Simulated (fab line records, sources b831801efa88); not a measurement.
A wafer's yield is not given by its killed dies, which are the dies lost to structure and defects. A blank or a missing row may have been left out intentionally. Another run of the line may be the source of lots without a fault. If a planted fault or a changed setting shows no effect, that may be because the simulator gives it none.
Tool commonality check ; flow gf180mcu ; 12 lots and 36 wafers in the sample

THE REASON FOR OPENING IT
GF_VT_IMPLANT_TW_MEAS_32, reading VT_IMPLANT_3_TW: flagged on 1 of 12 lots. Fault-free wafers read 268.6, with a standard deviation of 2.6.
Rule: a lot is flagged when every wafer of it that has a number lies more than 4 standard deviations from that mean, or none has a number. All remaining lots are regarded as sound.

lot;measured;on;VT_IMPLANT_3_TW, wafer by wafer;flag
L141;day 6 21:43;film-metro-03;272.6 271.9 272.5;
L143;day 7 14:46;film-metro-04;266.3 265.6 265.8;
L145;day 8 04:01;film-metro-04;267.4 267.6 267.5;
L148;day 8 21:40;film-metro-03;270.8 271.2 268.7;
L149;day 9 05:22;film-metro-04;269.7 269.7 267.9;
L153;day 10 04:52;film-metro-03;30.3 30.4 30.4;FLAGGED
L158;day 11 13:46;film-metro-03;269.8 269.3 269.2;
L160;day 12 06:46;film-metro-04;269.1 269.6 267.8;
L161;day 12 11:16;film-metro-04;268.4 270.2 269.6;
L162;day 12 18:10;film-metro-02;263.5 264.4 265.1;
L163;day 13 00:40;film-metro-03;270.9 269.6 271.9;
L164;day 13 09:34;film-metro-03;270.7 271.4 271.2;
On average the flagged lots' numbers are 30.4, which is -238.2 against the usual, or -92 standard deviations.

WHICH TOOL RAN EACH LOT
The record keeps 1 process step preceding the reading, out of 602 steps on the route. Each cell gives the tool, then ch followed by the chambers the sampled wafers passed through, then the start.
lot;flag;GF_VT_IMPLANT_EXPOSE_26
L141;;iline-stepper-02 ch 0, day 6 13:44
L143;;iline-stepper-01 ch 0, day 7 06:28
L145;;iline-stepper-01 ch 0, day 7 19:37
L148;;iline-stepper-02 ch 0, day 8 13:01
L149;;iline-stepper-02 ch 0, day 8 20:29
L153;FLAGGED;iline-stepper-02 ch 0, day 9 19:50
L158;;iline-stepper-02 ch 0, day 11 03:58
L160;;iline-stepper-02 ch 0, day 11 20:46
L161;;iline-stepper-01 ch 0, day 12 01:03
L162;;iline-stepper-02 ch 0, day 12 08:22
L163;;iline-stepper-01 ch 0, day 12 14:28
L164;;iline-stepper-02 ch 0, day 12 22:47
What these steps do:
- GF_VT_IMPLANT_EXPOSE_26: exposes mask LVPWELL HV AREA, target cd 860 nm.
- GF_VT_IMPLANT_TW_MEAS_32

FLAGGED AGAINST TOTAL, ONE TOOL AT A TIME (gauges that did the reading follow at the end)
step;tool;lots run;flagged;share of the flagged lots;sound lots run after its first flagged lot
GF_VT_IMPLANT_EXPOSE_26;iline-stepper-01;4;0;none;-
GF_VT_IMPLANT_EXPOSE_26;iline-stepper-02;8;1;all;4 (L158,L160,L162,L164)
GF_VT_IMPLANT_TW_MEAS_32;film-metro-02;1;0;none;-
GF_VT_IMPLANT_TW_MEAS_32;film-metro-03;6;1;all;3 (L158,L163,L164)
GF_VT_IMPLANT_TW_MEAS_32;film-metro-04;5;0;none;-

WHAT IS ALLOWED BY THE TABLE
Every flagged lot went through 2 rows of the table: iline-stepper-02 at GF_VT_IMPLANT_EXPOSE_26 and film-metro-03 at GF_VT_IMPLANT_TW_MEAS_32.
- iline-stepper-02 at GF_VT_IMPLANT_EXPOSE_26 ran 8 lots, 1 of them flagged. Lots that were sound ran on it after the first flagged one (L158, L160, L162, L164); a persistent fault on the entire tool would not allow that.
- film-metro-03 at GF_VT_IMPLANT_TW_MEAS_32 ran 6 lots, 1 of them flagged. Lots that were sound ran on it after the first flagged one (L158, L163, L164); a persistent fault on the entire tool would not allow that.
There is no row in the table that ran each flagged lot and no sound lot after the first.

WHAT THE SIMULATOR HAD INSERTED
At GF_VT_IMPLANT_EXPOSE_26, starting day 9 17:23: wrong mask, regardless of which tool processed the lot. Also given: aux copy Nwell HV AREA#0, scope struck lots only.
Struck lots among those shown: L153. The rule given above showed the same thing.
